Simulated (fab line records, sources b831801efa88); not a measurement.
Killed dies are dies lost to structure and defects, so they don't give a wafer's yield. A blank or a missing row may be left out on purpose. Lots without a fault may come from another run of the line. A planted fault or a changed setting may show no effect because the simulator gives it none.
One fault seen from 2 desks | flow gf180mcu | each desk has only its own numbers; what lay behind them comes last

THE METROLOGY DESK
What the gauges read, lot by lot, whatever tool the lot ran on: means of the sampled wafers that have a number. A lot is out of limits, marked OUT, if its mean lies more than 4 standard deviations from the usual mean; the brackets give that distance.
Columns: A = V1_CVD_02_THK at GF_V1_THK_MEAS_03, usual 847 nm
lot  | first seen here | A
L587 | day 17 06:14    | 850
L588 | day 17 10:44    | 850
L590 | day 18 01:30    | 845
L591 | day 18 03:49    | 853
L592 | day 18 20:40    | 846
L593 | day 19 09:22    | 855
L594 | day 19 23:36    | 845
L601 | day 22 22:09    | 928 (+5.8) OUT
L604 | day 23 12:15    | 929 (+5.9) OUT
L609 | day 25 00:30    | 872
L610 | day 25 12:33    | 852
This desk's finding: out of limits on L601, L604; first on L601, day 22 22:09 (V1_CVD_02_THK at GF_V1_THK_MEAS_03). In limits: L587, L588, L590, L591, L592, L593, L594, L609, L610.

THE TOOL OWNER'S DESK: pecvd-04
The tool's own readings at GF_V1_CVD_02 (deposits SiO2 from TEOS, target thk 850 nm, time 94.851 s): means of the sampled wafers that have a number, for each lot that ran on this tool. A lot is out of limits, marked OUT, if its mean lies more than 4 standard deviations from the usual mean; the brackets give that distance.
Columns: A = heater_power_w at GF_V1_CVD_02, usual 643 W; B = rf_fwd_power_W at GF_V1_CVD_02, usual 596.3 W
lot  | first seen here | A   | B
L587 | day 17 06:11    | 540 | 594.8
L591 | day 18 03:44    | 580 | 597.2
L594 | day 19 23:32    | 598 | 594.9
L601 | day 22 22:05    | 557 | 835.9 (+99 or more) OUT
L604 | day 23 12:10    | 441 | 834.5 (+99 or more) OUT
This desk's finding: out of limits on L601, L604; first on L601, day 22 22:05 (rf_fwd_power_W at GF_V1_CVD_02). In limits: L587, L591, L594.

PUT TOGETHER
The tool owner's desk could have raised an alarm at day 22 22:05, on L601, L604.
The metrology desk could have raised an alarm at day 22 22:09, on L601, L604.
Of the lots named, all ran GF_V1_CVD_02 on pecvd-04.

WHAT THE SIMULATOR HAD PUT IN
Process parameter drift: pecvd-04, from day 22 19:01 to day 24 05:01, at GF_V1_CVD_02. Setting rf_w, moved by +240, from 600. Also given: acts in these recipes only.
Lots struck among those shown: L601, L604.
Hours from the fault's start to each desk's first reading out of limits: the tool owner's desk, 3; the metrology desk, 3.
